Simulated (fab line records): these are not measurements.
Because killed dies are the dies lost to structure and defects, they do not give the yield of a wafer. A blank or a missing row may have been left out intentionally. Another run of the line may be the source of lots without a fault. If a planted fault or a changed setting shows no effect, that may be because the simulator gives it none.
Struck lot and sound lot, side by side	flow sky130	29 steps out of a route of 708
Sound: wafers L837.1, L837.4, L837.6. Wafers L826.1, L826.4, L826.5 were the ones struck. The cause is named last.
Each step with rows lists, per side, the tool, then ch with its chambers, then its first start. Under that, the readings that differ: sound wafers	struck wafers	difference of the means	sigmas: that difference in standard deviations of wafers without a fault.
alike: readings with means less than 2 such deviations apart, plus words and numbers identical on both sides. not compared: withheld readings, readings lacking a value on some wafer, bounds such as >300 that could conceal the same value, and numbers that have no deviation in the record and whose values overlap.
Wherever a step has rows on one side only, a row that says differs or no value, or a row with sigmas, the two part there. Numbers that don't overlap but have no deviation are shown without sigmas and don't part them. Lack of a reading on every wafer of one side parts them only where that side has two or more wafers.

first, 9 steps without rows for these wafers: SKY_METAL1_DEVELOP_14 (develop time 60 s); SKY_METAL1_DESCUM_17 (chemistry O2, time 8 s); SKY_METAL1_ETCH_18 (etches BARC in N2/H2, stops on SiO2, time 45.9 s, target depth 60 nm); SKY_METAL1_METAL_ETCH_19 (etches the open film in Cl2/BCl3, stops on SiO2, target depth 360 nm, time 78 s); SKY_METAL1_STRIP_20 (strips in O2/N2); SKY_METAL1_STRIP_21 (strips in post etch residue remover, time 1200 s); SKY_METAL1_CLEAN_22 (cleans in IPA, time 180 s); SKY_METAL1_CLEAN_23 (cleans in O3/DIW); SKY_VIA1_HDPCVD_00 (deposits SiO2, target thk 1030 nm, time 171.7 s).
SKY_VIA1_CMP_02: polishes SiO2.
  sound on cmp-02 ch 0,2,3, day 40 04:53; struck on cmp-01 ch 0,1,2, day 36 16:56
  no value came back on the struck wafers for edgeZonePressureFrac, headPressurePsi (psi), motorCurrentA (A), slurryFlowMlMin; on the sound wafers edgeZonePressureFrac reads 0.996 1.002 0.995
reading	sound	struck	difference	sigmas
model.SiO2_of_VIA1_HDPCVD_00.thkNm (nm)	344.8 344.7 344.8	1038 1029 1031	+688	
SKY_VIA1_BOW_MEAS_03:
  sound: filmMetro-02 at day 40 05:11; struck: filmMetro-01 at day 36 17:11
reading	sound	struck	difference	sigmas
VIA1_BOW (um)	87 75 81	123 105 101	+29	+5
then, 9 steps without rows for these wafers: SKY_VIA1_DEHYDRATE_04 (time 60 s); SKY_VIA1_HMDS_05 (prime time 60 s); SKY_VIA1_COAT_06 (resist thk 60 nm); SKY_VIA1_COAT_07 (resist thk 450 nm); SKY_VIA1_SOFTBAKE_08 (time 90 s); SKY_VIA1_EXPOSE_09 (exposes mask VIM, target cd 150 nm); SKY_VIA1_PEB_10; SKY_VIA1_DEVELOP_11 (develop time 60 s); SKY_VIA1_ETCH_14 (etches BARC in N2/H2, stops on SiO2, time 45.9 s, target depth 60 nm).
SKY_VIA1_ETCH_15: etches SiO2 in C4F8/O2/Ar, stops on TiN, target depth 351 nm, time 52.16 s.
  sound on rieDiel-03 ch 0,1,2, day 41 05:46; struck on rieDiel-03 ch 0,1,2, day 37 18:45
reading	sound	struck	difference	sigmas
oesProductAu (a.u.)	0.972 0.987 0.987	1.588 1.618 1.640	+0.633	+84
  not compared: rfHoursCounterH
then, 6 steps without rows for these wafers: SKY_VIA1_STRIP_16 (strips in O2/N2); SKY_VIA1_STRIP_17 (strips in post etch residue remover, time 1200 s); SKY_VIA1_CLEAN_18 (cleans in IPA, time 180 s); SKY_VIA1_CLEAN_19 (cleans in O3/DIW); SKY_VIA1_SPUTTER_20 (material TiN, target thk 20 nm, time 80 s); SKY_VIA1_CVD_21 (deposits W, target thk 270 nm, time 80.902 s).
SKY_VIA1_CMP_24: polishes, stops on SiO2, t overpolish 15 s, target thk 0 nm.
  sound on cmp-02 ch 0,1, day 41 06:47; struck on cmp-02 ch 0,1,2, day 37 19:43
reading	sound	struck	difference	sigmas
model.SiO2_of_VIA1_HDPCVD_00.thkNm (nm)	341.6 341.5 341.6	1034 1026 1028	+688	
  alike: edgeZonePressureFrac, headPressurePsi, motorCurrentA, slurryFlowMlMin
-- the record jumps here: 11 days lie between the struck wafers' starts before and after (it left off in module VIA1 and takes up again in module PAD_OPEN, whose first step shown is number 708 of the route) --
SKY_PAD_OPEN_PROBE_99:
  sound: prober-01 at day 51 01:36; struck: prober-01 at day 48 16:57
reading	sound	struck	difference	sigmas
defectLimitedYield (%)	82.9 83.5 79.3	0 0 0	-82	-39
killed_at_M0_to_M3	39 42 58	463 461 456	+414	+56
killedDies	84 81 102	492 492 492	+403	+40
killedOnRim	11 14 22	96 96 96	+80	+22
sort_bin_5_function (%)	9.8 9.8 11.4	93.9 92.5 93.9	+83.1	+55
sortNPass	408 411 390	0 0 0	-403	-40
sortYieldPct (%)	82.9 83.5 79.3	0 0 0	-82	-39
  alike: killed_at_M4_up, killedAtContacts, killedAtFrontEnd, killedAtOther, killedOpen, killedShort, sort_bin_3_pad_short, sort_bin_6_memory

WHERE THEY PART
At SKY_VIA1_CMP_02 first; at SKY_PAD_OPEN_PROBE_99 last (within this record only).

WHY: what had been put in by the simulator
Skipped step whole: cmp-01, from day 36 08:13 on, at SKY_VIA1_CMP_02. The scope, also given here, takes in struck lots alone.
